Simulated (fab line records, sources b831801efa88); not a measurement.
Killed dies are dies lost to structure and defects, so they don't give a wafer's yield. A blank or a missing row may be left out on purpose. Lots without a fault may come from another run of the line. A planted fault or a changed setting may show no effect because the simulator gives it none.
A struck lot beside a sound one | flow sky130 | 36 steps out of a route of 708
Sound: wafers L636.2, L636.5, L636.6. Struck: wafers L648.1, L648.2, L648.3. The cause comes at the end.
At each step with rows: each side's tool, then ch and its chambers, then its first start. Under that, the readings that differ: sound wafers | struck wafers | difference of the means | sigmas: that difference in standard deviations of wafers without a fault.
alike: readings whose means differ by less than 2 such deviations, and words and numbers that are the same on both sides. not compared: withheld readings, readings that some wafer has no value for, bounds like >300 that may hide the same value, and numbers for which the record gives no deviation and whose values overlap.
The two part at a step that has a row with sigmas, a row that says differs or no value, or rows on one side only. Numbers that don't overlap but have no deviation are shown without sigmas and don't part them. A reading that every wafer of one side lacks parts them only if that side has two wafers or more.

first, 10 steps without rows for these wafers: SKY_GATE_OXIDE_COAT_05 (resist thk 1140 nm); SKY_GATE_OXIDE_SOFTBAKE_06 (time 60 s); SKY_GATE_OXIDE_EXPOSE_07 (exposes mask LVOM, target cd 600 nm); SKY_GATE_OXIDE_PEB_08; SKY_GATE_OXIDE_DEVELOP_09 (develop time 60 s); SKY_GATE_OXIDE_IMPLANT_11; SKY_GATE_OXIDE_WET_ETCH_12 (etches SiO2 in dHF, target depth 16.8 nm, time 336 s); SKY_GATE_OXIDE_STRIP_13 (strips in O2/N2); SKY_GATE_OXIDE_CLEAN_15 (cleans in SC1/SC2, time 150 s); SKY_GATE_OXIDE_OXIDATION_16 (stabilise 600 s, purge 300 s, target thk 3.57 nm).
SKY_POLY_GATE_CVD_00: deposits poly-Si, target thk 180 nm, time 720 s.
  sound on lpcvd-01 ch 1, day 14 14:04; struck on lpcvd-01 ch 0, day 19 04:26
  reading                                       | sound             | struck            | difference | sigmas
  spike_tc_bottom_C (C)                         | 642.5 645.1 641.5 | 633.5 632.4 634.0 | -9.7       | -8
  spike_tc_centre_C (C)                         | 623.7 621.6 623.4 | 613.7 613.5 614.5 | -9.0       | -8
  spike_tc_lower_C (C)                          | 620.4 621.6 621.3 | 612.5 610.3 611.6 | -9.6       | -7
  spike_tc_upper_C (C)                          | 618.2 619.1 619.6 | 609.5 611.9 609.4 | -8.7       | -7
  model.poly-Si_of_POLY_GATE_CVD_00.thk_nm (nm) | 180 180.5 181.1   | 149.5 150.6 146.6 | -31.6      |
SKY_POLY_GATE_THK_MEAS_01:
  sound on film_metro-02, day 14 15:16; struck on film_metro-01, day 19 05:38
  reading                   | sound             | struck            | difference | sigmas
  POLY_GATE_CVD_00_THK (nm) | 179.9 180.5 181.3 | 149.5 150.6 146.6 | -31.7      | -23
then, 9 steps without rows for these wafers: SKY_RES_PROTECT_DEHYDRATE_00 (time 60 s); SKY_RES_PROTECT_HMDS_01 (prime time 60 s); SKY_RES_PROTECT_COAT_02 (resist thk 1140 nm); SKY_RES_PROTECT_SOFTBAKE_03 (time 60 s); SKY_RES_PROTECT_EXPOSE_04 (exposes mask RPM, target cd 1270 nm); SKY_RES_PROTECT_PEB_05; SKY_RES_PROTECT_DEVELOP_06 (develop time 60 s); SKY_POLY_GATE_IMPLANT_02; SKY_RES_PROTECT_STRIP_07 (strips in O2/N2).
SKY_RES_PROTECT_CLEAN_09: cleans in SC1/SC2, time 150 s.
  sound on wet_bench-02 ch 0, day 15 18:49; struck on wet_bench-02 ch 0, day 20 12:49
  reading                                       | sound             | struck          | difference | sigmas
  model.poly-Si_of_POLY_GATE_CVD_00.thk_nm (nm) | 179.4 179.9 180.5 | 148.9 149.9 146 | -31.7      |
then, 11 steps without rows for these wafers: SKY_POLY_GATE_CVD_03 (deposits Si3N4 from DCS/NH3, target thk 75 nm, time 1290 s); SKY_POLY_GATE_DEHYDRATE_05 (time 60 s); SKY_POLY_GATE_HMDS_06 (prime time 60 s); SKY_POLY_GATE_COAT_07 (resist thk 110 nm); SKY_POLY_GATE_COAT_08 (resist thk 450 nm); SKY_POLY_GATE_SOFTBAKE_09 (time 90 s); SKY_POLY_GATE_EXPOSE_10 (exposes mask P1M, target cd 150 nm); SKY_POLY_GATE_PEB_11; SKY_POLY_GATE_DEVELOP_12 (develop time 60 s); SKY_POLY_GATE_ETCH_15 (etches BARC in N2/H2, stops on SiO2, time 118.5 s, target depth 110 nm); SKY_POLY_GATE_ETCH_16 (etches Si3N4 in CH3F/O2, stops on poly-Si, time 147.5 s, target depth 75 nm).
SKY_POLY_GATE_ETCH_17: etches poly-Si in HBr/Cl2, stops on SiO2, target depth 180 nm, time 70.5 s.
  sound on rie_si-01 ch 0,1, day 17 02:21; struck on rie_si-01 ch 1,2,3, day 21 21:12
  reading                               | sound             | struck            | difference | sigmas
  mfc_cl2_sccm (sccm)                   | 50.17 50.03 49.95 | 49.71 49.65 49.85 | -0.31      | -2
  oes_product_au (a.u.)                 | 0.984 0.983 0.995 | 0.877 0.871 0.861 | -0.118     | -15
  model.etch.depth_nm (nm)              | 178.4 178.7 180.5 | 148.9 149.9 146   | -30.9      |
  model.POLY_GATE.feature_depth_nm (nm) | 178.4 178.7 180.5 | 148.9 149.9 146   | -30.9      |
  alike: HBr_flow_sccm, drypump_motor_current_A, throttle_valve_pct
  not compared: rf_hours_counter_h
then, 1 step without rows for these wafers: SKY_POLY_GATE_STRIP_18 (strips in O2/N2).
-- the record jumps here: 28 days lie between the struck wafers' starts before and after (it left off in module POLY_GATE and takes up again in module PAD_OPEN, whose first step shown is number 708 of the route) --
SKY_PAD_OPEN_PROBE_99:
  sound on prober-02, day 46 07:25; struck on prober-02, day 49 09:53
  reading                             | sound             | struck            | difference | sigmas
  killed_at_front_end                 | 14 5 15           | 27 23 24          | +13        | +3
  model.etest.res_high_po.line_ohm_um | 759.8 743 730.9   | 873.6 857.4 883   | +126.8     |
  model.etest.res_poly.line_ohm_um    | 511.9 520.6 501.8 | 587.8 594.2 601.7 | +83.1      |
  model.etest.res_high_po.rs_ohm_sq   | 268.1 260.9 259.2 | 305.1 302 308     | +42.3      |
  model.etest.res_poly.rs_ohm_sq      | 49.43 48.13 47.99 | 56.57 56.01 58.1  | +8.38      |
  model.etest.cap_li_to_poly.c_af_um2 | 101 100.9 100.5   | 88.91 89.33 87.56 | -12.20     |
  alike: killed_at_M0_to_M3, killed_at_M4_up, killed_at_contacts, killed_at_other, killed_dies, killed_open, killed_short

WHERE THEY PART
First at SKY_POLY_GATE_CVD_00; last, within this record, at SKY_PAD_OPEN_PROBE_99.

WHY: what the simulator had put in
Process parameter drift: lpcvd-01, from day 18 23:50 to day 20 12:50, at SKY_POLY_GATE_CVD_00. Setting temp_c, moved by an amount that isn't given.
